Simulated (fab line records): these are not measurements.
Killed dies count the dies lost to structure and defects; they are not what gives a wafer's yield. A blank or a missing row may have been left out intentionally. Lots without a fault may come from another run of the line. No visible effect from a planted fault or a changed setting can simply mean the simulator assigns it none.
A struck lot beside a sound one | flow sky130 | 14 out of 708 route steps
Sound: these wafers, L316.3, L316.4, L316.5. Wafers L327.2, L327.5, L327.6 were the ones struck. Last of all comes the cause.
For every step that has rows: the tool of each side, followed by ch and its chambers, followed by its first start. Under that, the readings that differ: sound wafers | struck wafers | difference of the means | sigmas: that difference in standard deviations of wafers without a fault.
alike: a reading whose means differ by less than 2 such deviations, as well as words and numbers matching on both sides. not compared: withheld readings; readings where some wafer has no value; bounds like >300 that might hide an equal value; numbers whose values overlap and for which the record gives no deviation.
Wherever a step has rows on one side only, a row that says differs or no value, or a row with sigmas, the two part there. Non-overlapping numbers with no deviation appear without sigmas and do not part them. Lack of a reading on every wafer of one side parts them only where that side has two or more wafers.

first, 2 steps without rows for these wafers: SKY_RES_PROTECT_DEVELOP_06 (develop time 60 s); SKY_POLY_GATE_IMPLANT_02.
SKY_RES_PROTECT_STRIP_07: strips in O2/N2.
  sound on plasma asher-02 ch 0,1, day 16 09:16; struck on plasma asher-04 ch 0,1, day 20 16:32
  alike: drypump motor current A, o2 flow sccm, oes product au, strip time to endpoint s
  not compared: rf hours counter h
SKY_RES_PROTECT_TW_MEAS_08:
  sound on film metro-02, day 16 09:21; struck on film metro-02, day 20 16:39
  alike: POLY_GATE_TW
then, 2 steps without rows for these wafers: SKY_RES_PROTECT_CLEAN_09 (cleans in SC1/SC2, time 150 s); SKY_POLY_GATE_CVD_03 (deposits Si3N4 from DCS/NH3, target thk 75 nm, time 1290 s).
SKY_POLY_GATE_THK_MEAS_04:
  sound on film metro-01, day 16 11:32; struck on film metro-03, day 20 18:18
  reading                   | sound          | struck         | difference | sigmas
  POLY_GATE_CVD_03_THK (nm) | 76.0 75.9 76.1 | 75.0 74.6 74.1 | -1.4       | -2
then, 5 steps without rows for these wafers: SKY_POLY_GATE_DEHYDRATE_05 (time 60 s); SKY_POLY_GATE_HMDS_06 (prime time 60 s); SKY_POLY_GATE_COAT_07 (resist thk 110 nm); SKY_POLY_GATE_COAT_08 (resist thk 450 nm); SKY_POLY_GATE_SOFTBAKE_09 (time 90 s).
SKY_POLY_GATE_EXPOSE_10: exposes mask P1M, target cd 150 nm.
  struck on krf scanner-01, day 21 10:15; sound on krf scanner-01 ch 0, day 17 02:14
  no value came back on the struck wafers for exposure dose mJ cm2, focus offset nm (nm); on the sound wafers exposure dose mJ cm2 reads 27.997 28.000 28.006
  alike: mask
next, for these wafers, 1 step has no rows: SKY_POLY_GATE_PEB_11.

== WHERE THEY PART ==
First at SKY_POLY_GATE_THK_MEAS_04; last, within this record, at SKY_POLY_GATE_EXPOSE_10.

WHY: whatever the simulator had introduced
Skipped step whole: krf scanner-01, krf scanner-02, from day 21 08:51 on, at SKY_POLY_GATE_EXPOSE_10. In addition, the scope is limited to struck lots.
